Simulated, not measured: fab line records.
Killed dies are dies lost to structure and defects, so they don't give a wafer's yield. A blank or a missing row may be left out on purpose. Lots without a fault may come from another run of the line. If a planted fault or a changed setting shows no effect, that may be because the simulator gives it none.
A single fault, viewed from 2 desks ; flow gf180mcu ; each desk holds nothing but its own numbers, with what lay behind them at the end

== THE METROLOGY DESK ==
What the gauges read, lot by lot, whatever tool the lot ran on: means of the sampled wafers that have a number. Marked OUT: a lot whose mean sits more than 4 standard deviations from the usual mean, which makes it out of limits; the brackets give that distance.
Columns: A = STI_OXIDATION_01_THK at GF_STI_THK_MEAS_22, usual 14.9 nm; B = HV_LDD_RS at GF_HV_LDD_RS_MEAS_53, usual 418.0 ohm/sq; C = SAB_OVL at GF_SAB_OVL_MEAS_10, usual 0.3 nm
lot;first seen here;A;B;C
L357;day 2 03:06;15.3;417.9;0.4
L358;day 2 08:38;15.1;417.2;0.2
L359;day 2 13:39;15.1;418.3;1.0
L360;day 2 20:27;15.0;417.6;-2.3
L364;day 3 15:32;15.1;423.2 (+5.3) OUT;-0.4
L367;day 4 07:03;14.9;423.2 (+5.3) OUT;0.5
L370;day 4 23:16;15.0;417.6;0.3
L371;day 5 03:32;14.9;418.0;-0.7
L374;day 5 19:08;14.7;418.7;1.3
L376;day 6 04:06;14.0;419.2;1.4
L377;day 6 10:24;14.7;416.3;-0.2
L378;day 6 15:34;15.2;417.2;-1.0
L379;day 6 20:10;15.3;418.8;0.5
L380;day 7 02:54;15.1;417.6;-0.3
This desk's result: L364, L367 out of limits, first on L364 (HV_LDD_RS at GF_HV_LDD_RS_MEAS_53), day 14 17:56. Within limits: L357, L358, L359, L360, L370, L371, L374, L376, L377, L378, L379, L380.

== DESK OF THE TOOL OWNER: implanter-04 ==
The tool's own readings at GF_HV_LDD_IMPLANT_09, given as means over the sampled wafers that have a number, one for each lot that went through this tool. Marked OUT: a lot whose mean sits more than 4 standard deviations from the usual mean, which makes it out of limits; the brackets give that distance.
Columns: A = dose-ions-cm2 at GF_HV_LDD_IMPLANT_09, usual 1.0001e+14
lot;first seen here;A
L358;day 10 06:23;9.9903e+13
L364;day 12 05:16;9.7280e+13 (-28) OUT
L367;day 13 08:58;9.7323e+13 (-27) OUT
L378;day 16 11:05;1.0012e+14
This desk's finding: out of limits on L364, L367; first on L364, day 12 05:16 (dose-ions-cm2 at GF_HV_LDD_IMPLANT_09). Within limits: L358, L378.

== ALL TOGETHER ==
On L364, L367, at day 12 05:16, an alarm was possible from the tool owner's desk.
Metrology desk: alarm possible at day 14 17:56 on L364, L367.
GF_HV_LDD_IMPLANT_09 was run on implanter-04 by each of the lots named.

== WHAT THE SIMULATOR HAD INSERTED ==
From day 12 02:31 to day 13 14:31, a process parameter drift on implanter-04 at GF_HV_LDD_IMPLANT_09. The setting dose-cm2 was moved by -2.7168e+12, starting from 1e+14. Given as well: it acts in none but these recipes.
Shown lots that were struck: L364, L367.
Fault start to first reading out of limits, in hours, per desk: tool owner, 3; metrology, 63.
